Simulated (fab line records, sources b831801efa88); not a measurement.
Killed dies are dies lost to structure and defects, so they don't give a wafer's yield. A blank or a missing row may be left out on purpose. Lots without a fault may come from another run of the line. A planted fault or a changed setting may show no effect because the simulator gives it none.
Which tool did it? | flow gf180mcu | 12 lots, 36 wafers sampled, at 5 steps of a route of 602

WHAT THE GAUGES READ, wafer by wafer
GF_V3_THK_MEAS_25: measures by xrf. Usual: V3_W_THK 344 nm, standard deviation 5.2.
lot  | measured     | on            | V3_W_THK (nm) | flag
L761 | day 22 21:06 | film_metro-04 | 350 348 350   |
L769 | day 25 04:06 | film_metro-03 | 343 339 343   |
L771 | day 25 17:50 | film_metro-04 | 353 357 350   |
L774 | day 27 03:25 | film_metro-04 | 349 348 346   |
L775 | day 27 06:44 | film_metro-02 | 338 337 342   |
L776 | day 27 12:28 | film_metro-03 | 343 342 343   |
L778 | day 28 17:12 | film_metro-04 | 351 353 351   |
L779 | day 29 02:48 | film_metro-04 | 350 349 352   |
L780 | day 29 03:14 | film_metro-03 | 342 345 341   |
L782 | day 29 12:01 | film_metro-03 | 340 341 344   |
L781 | day 29 18:47 | film_metro-02 | 343 341 336   |
L783 | day 30 00:17 | film_metro-03 | 341 340 344   |

GF_V4_THK_MEAS_03. Usual: V4_CVD_02_THK 850 nm, standard deviation 12.
lot  | measured     | on            | V4_CVD_02_THK (nm) | flag
L761 | day 23 21:49 | film_metro-02 | 842 844 863        |
L769 | day 26 02:22 | film_metro-02 | 861 866 861        |
L771 | day 26 16:33 | film_metro-01 | 844 837 854        |
L774 | day 28 01:32 | film_metro-01 | 825 834 842        |
L775 | day 28 04:05 | film_metro-01 | 846 832 844        |
L776 | day 28 10:14 | film_metro-03 | 851 852 830        |
L778 | day 29 13:06 | film_metro-03 | 848 850 854        |
L779 | day 29 23:56 | film_metro-01 | 848 833 851        |
L780 | day 29 23:41 | film_metro-03 | 858 865 887        |
L782 | day 30 08:47 | film_metro-02 | 840 857 863        |
L781 | day 30 14:02 | film_metro-03 | 855 872 867        |
L783 | day 30 19:38 | film_metro-03 | 832 845 845        |

WHICH TOOL RAN EACH LOT (tool, then ch and the chambers of the sampled wafers, then the start)
lot  | GF_V3_CVD_23                  | GF_M4_METAL_ETCH_16               | GF_M4_STRIP_17
L761 | cvd_w-02 ch 0,1, day 22 20:52 | rie_metal-03 ch 0,1, day 23 20:32 | plasma_asher-04 ch 0,1, day 23 20:39
L769 | cvd_w-02 ch 0,1, day 25 03:53 | rie_metal-03 ch 0,1, day 26 01:32 | plasma_asher-03 ch 0,1, day 26 01:39
L771 | cvd_w-01 ch 0, day 25 17:35   | rie_metal-03 ch 0,1, day 26 15:40 | plasma_asher-04 ch 0, day 26 15:46
L774 | cvd_w-01 ch 1, day 27 03:11   | rie_metal-01 ch 0, day 28 00:39   | plasma_asher-04 ch 0,1, day 28 00:46
L775 | cvd_w-02 ch 1, day 27 06:30   | rie_metal-01 ch 0, day 28 03:14   | plasma_asher-04 ch 0,1, day 28 03:21
L776 | cvd_w-01 ch 0,1, day 27 12:14 | rie_metal-04 ch 0,1, day 28 09:19 | plasma_asher-04 ch 0,1, day 28 09:26
L778 | cvd_w-02 ch 0,1, day 28 16:59 | rie_metal-01 ch 0,1, day 29 12:16 | plasma_asher-04 ch 0,1, day 29 12:23
L779 | cvd_w-01 ch 0,1, day 29 02:34 | rie_metal-01 ch 0,1, day 29 22:41 | plasma_asher-04 ch 0,1, day 29 22:47
L780 | cvd_w-02 ch 0,1, day 29 03:00 | rie_metal-04 ch 0,1, day 29 22:49 | plasma_asher-03 ch 0,1, day 29 22:55
L782 | cvd_w-02 ch 0,1, day 29 11:47 | rie_metal-03 ch 1, day 30 07:53   | plasma_asher-02 ch 0,1, day 30 07:59
L781 | cvd_w-02 ch 0,1, day 29 18:33 | rie_metal-01 ch 0,1, day 30 13:11 | plasma_asher-02 ch 0,1, day 30 13:17
L783 | cvd_w-02 ch 0,1, day 30 00:04 | rie_metal-01 ch 0,1, day 30 18:45 | plasma_asher-04 ch 0,1, day 30 18:52
- GF_V3_CVD_23: deposits W, target thk 350 nm, time 104.9 s.
- GF_M4_METAL_ETCH_16: etches the open film in Cl2/BCl3, stops on SiO2, target depth 627.5 nm, time 104.6 s.
- GF_M4_STRIP_17: strips in O2/N2.

WHAT THE TOOLS THEMSELVES READ (means of the sampled wafers that have a number; where no wafer has one, the mark that the record gives instead)
GF_V3_CVD_23. Usual: heater_power_w 868 W, standard deviation 30.
lot  | tool     | heater_power_w (W) | flag
L761 | cvd_w-02 | 875                |
L769 | cvd_w-02 | 881                |
L771 | cvd_w-01 | 821                |
L774 | cvd_w-01 | 917                |
L775 | cvd_w-02 | 883                |
L776 | cvd_w-01 | 856                |
L778 | cvd_w-02 | 867                |
L779 | cvd_w-01 | 880                |
L780 | cvd_w-02 | 869                |
L782 | cvd_w-02 | 880                |
L781 | cvd_w-02 | 870                |
L783 | cvd_w-02 | 864                |

GF_M4_METAL_ETCH_16. Usual: bcl3_flow_sccm 40.00 sccm, standard deviation 0.11; bias_w 140.0 W, standard deviation 0.38; drypump_motor_current_A 5.7 A, standard deviation 0.79; oes_product_au 0.972 a.u., standard deviation 0.0073; throttle_valve_pct 28.250 %, standard deviation 0.011.
lot  | tool         | bcl3_flow_sccm (sccm) | bias_w (W) | drypump_motor_current_A (A) | oes_product_au (a.u.) | throttle_valve_pct (%) | flag
L761 | rie_metal-03 | 40.07                 | 139.8      | 5.4                         | 0.976                 | 28.241                 |
L769 | rie_metal-03 | 39.96                 | 192.2      | 5.4                         | 0.974                 | 28.246                 | OFF
L771 | rie_metal-03 | 39.96                 | 192.5      | 5.6                         | 0.977                 | 28.249                 | OFF
L774 | rie_metal-01 | 40.02                 | 139.5      | 4.6                         | 0.974                 | 28.246                 |
L775 | rie_metal-01 | 39.77                 | 140.0      | 4.7                         | 0.971                 | 28.261                 |
L776 | rie_metal-04 | 39.98                 | 140.0      | 6.7                         | 0.973                 | 28.245                 |
L778 | rie_metal-01 | 40.00                 | 140.3      | 5.1                         | 0.977                 | 28.241                 |
L779 | rie_metal-01 | 39.95                 | 139.9      | 5.1                         | 0.978                 | 28.240                 |
L780 | rie_metal-04 | 39.99                 | 140.2      | 6.7                         | 0.972                 | 28.251                 |
L782 | rie_metal-03 | 39.98                 | 139.8      | 5.8                         | 0.967                 | 28.255                 |
L781 | rie_metal-01 | 39.87                 | 140.0      | 5.0                         | 0.979                 | 28.247                 |
L783 | rie_metal-01 | 39.97                 | 139.7      | 4.8                         | 0.959                 | 28.266                 |

GF_M4_STRIP_17. Usual: drypump_motor_current_A 5.7 A, standard deviation 0.34; heater_power_w 335 W, standard deviation 40; oes_product_au 0.558 a.u., standard deviation 0.0053; platen_temp_c 250.01 C, standard deviation 0.17; strip_time_to_endpoint_s 7.90 s, standard deviation 0.044.
lot  | tool            | drypump_motor_current_A (A) | heater_power_w (W) | oes_product_au (a.u.) | platen_temp_c (C) | strip_time_to_endpoint_s (s) | flag
L761 | plasma_asher-04 | 5.7                         | 369                | 0.567                 | 250.07            | 7.93                         |
L769 | plasma_asher-03 | 6.4                         | 312                | 0.547                 | 249.91            | 7.63                         | OFF
L771 | plasma_asher-04 | 5.6                         | 309                | 0.551                 | 250.06            | 7.62                         | OFF
L774 | plasma_asher-04 | 5.7                         | 369                | 0.557                 | 249.88            | 7.90                         |
L775 | plasma_asher-04 | 5.7                         | 377                | 0.561                 | 250.21            | 7.84                         |
L776 | plasma_asher-04 | 5.7                         | 342                | 0.554                 | 249.98            | 7.88                         |
L778 | plasma_asher-04 | 5.7                         | 368                | 0.560                 | 250.03            | 7.87                         |
L779 | plasma_asher-04 | 5.7                         | 335                | 0.558                 | 249.93            | 7.82                         |
L780 | plasma_asher-03 | 6.4                         | 306                | 0.559                 | 250.16            | 7.94                         |
L782 | plasma_asher-02 | 5.6                         | 323                | 0.558                 | 249.82            | 7.93                         |
L781 | plasma_asher-02 | 5.4                         | 320                | 0.554                 | 249.95            | 7.86                         |
L783 | plasma_asher-04 | 5.7                         | 371                | 0.563                 | 249.98            | 7.89                         |

THE ANSWER, worked out from the rows above alone
Rule: a lot is off if the mean of its wafers that have a number lies more than 3 standard deviations from the usual mean. A lot without any number at a reading at which 4 lots or more have one is off too. The other lots that the step has rows for count as sound. The gauges are gone through in route order, then the tools' own readings, and for those a lot's mean is taken as printed above. The first step at which some lot is off is used, and at that step the reading that is off furthest; a lot without a number counts as furthest.
Off: L769, L771, at GF_M4_METAL_ETCH_16 (bias_w).
A tool fits if, at that step or a process step before it, it ran every lot that is off, and no sound lot after the first of them. None of those tried fits.

WHAT THE SIMULATOR HAD PUT IN
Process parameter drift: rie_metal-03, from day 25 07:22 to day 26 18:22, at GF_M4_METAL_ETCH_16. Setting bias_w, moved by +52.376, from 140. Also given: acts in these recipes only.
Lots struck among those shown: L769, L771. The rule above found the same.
